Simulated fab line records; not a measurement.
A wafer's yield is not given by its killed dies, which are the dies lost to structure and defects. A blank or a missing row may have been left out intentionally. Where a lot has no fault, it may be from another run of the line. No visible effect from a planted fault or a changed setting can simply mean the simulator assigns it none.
2 desks, one fault | flow sky130 | each desk has only its own numbers; what lay behind them comes last

== THE METROLOGY DESK ==
Means of the sampled wafers that have a number, per lot and without regard to the tool the lot ran on: this is what the gauges read. The brackets show how far a lot's mean lies from the usual mean; more than 4 standard deviations puts the lot out of limits, marked OUT.
Columns: A = VT_ADJUST_LVTN_2_TW at SKY_VT_ADJUST_LVTN_TW_MEAS_21, usual 187.5
lot  | first seen here | A
L537 | day 8 02:46     | 185.5
L538 | day 8 05:40     | 187.9
L540 | day 8 07:43     | 186.0
L541 | day 8 12:52     | 187.4
L543 | day 9 08:58     | 185.8
L548 | day 11 08:46    | 203.3 (+11) OUT
L551 | day 11 21:02    | 196.9 (+6.3) OUT
L554 | day 12 11:34    | 188.7
L557 | day 13 04:47    | 187.0
L558 | day 13 15:02    | 187.9
L559 | day 13 20:49    | 184.5
L560 | day 14 05:43    | 185.9
Per this desk, out of limits: L548, L551; the first was L548, day 11 08:46 (VT_ADJUST_LVTN_2_TW at SKY_VT_ADJUST_LVTN_TW_MEAS_21). In limits: L537, L538, L540, L541, L543, L554, L557, L558, L559, L560.

== TOOL OWNER'S DESK, implanter-02 ==
The tool's own readings at SKY_VT_ADJUST_LVTN_IMPLANT_19, given as means over the sampled wafers that have a number, one for each lot that went through this tool. The brackets show how far a lot's mean lies from the usual mean; more than 4 standard deviations puts the lot out of limits, marked OUT.
Columns: A = beam-on-s at SKY_VT_ADJUST_LVTN_IMPLANT_19, usual 10.03 s; B = faraday-current-uA at SKY_VT_ADJUST_LVTN_IMPLANT_19, usual 3.65
lot  | first seen here | A                | B
L543 | day 9 08:44     | 9.97             | 3.67
L548 | day 11 08:33    | 13.54 (+19) OUT  | 2.71 (-14) OUT
L551 | day 11 20:49    | 11.46 (+7.5) OUT | 3.26 (-5.8) OUT
This desk finds L548, L551 out of limits, L548 being first, at day 11 08:33 (beam-on-s at SKY_VT_ADJUST_LVTN_IMPLANT_19). In limits: L543.

== ALL TOGETHER ==
The tool owner's desk could have raised an alarm at day 11 08:33, on L548, L551.
On L548, L551, the metrology desk was in a position to raise an alarm at day 11 08:46.
The lots listed all ran SKY_VT_ADJUST_LVTN_IMPLANT_19 on implanter-02.

== WHAT THE SIMULATOR HAD INSERTED ==
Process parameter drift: implanter-02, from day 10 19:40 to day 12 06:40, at SKY_VT_ADJUST_LVTN_IMPLANT_19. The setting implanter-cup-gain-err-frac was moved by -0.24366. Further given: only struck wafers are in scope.
Struck lots among those shown: L548, L551.
Counting hours from when the fault started, the first reading out of limits came at 13 for the tool owner's desk and at 13 for the metrology desk.
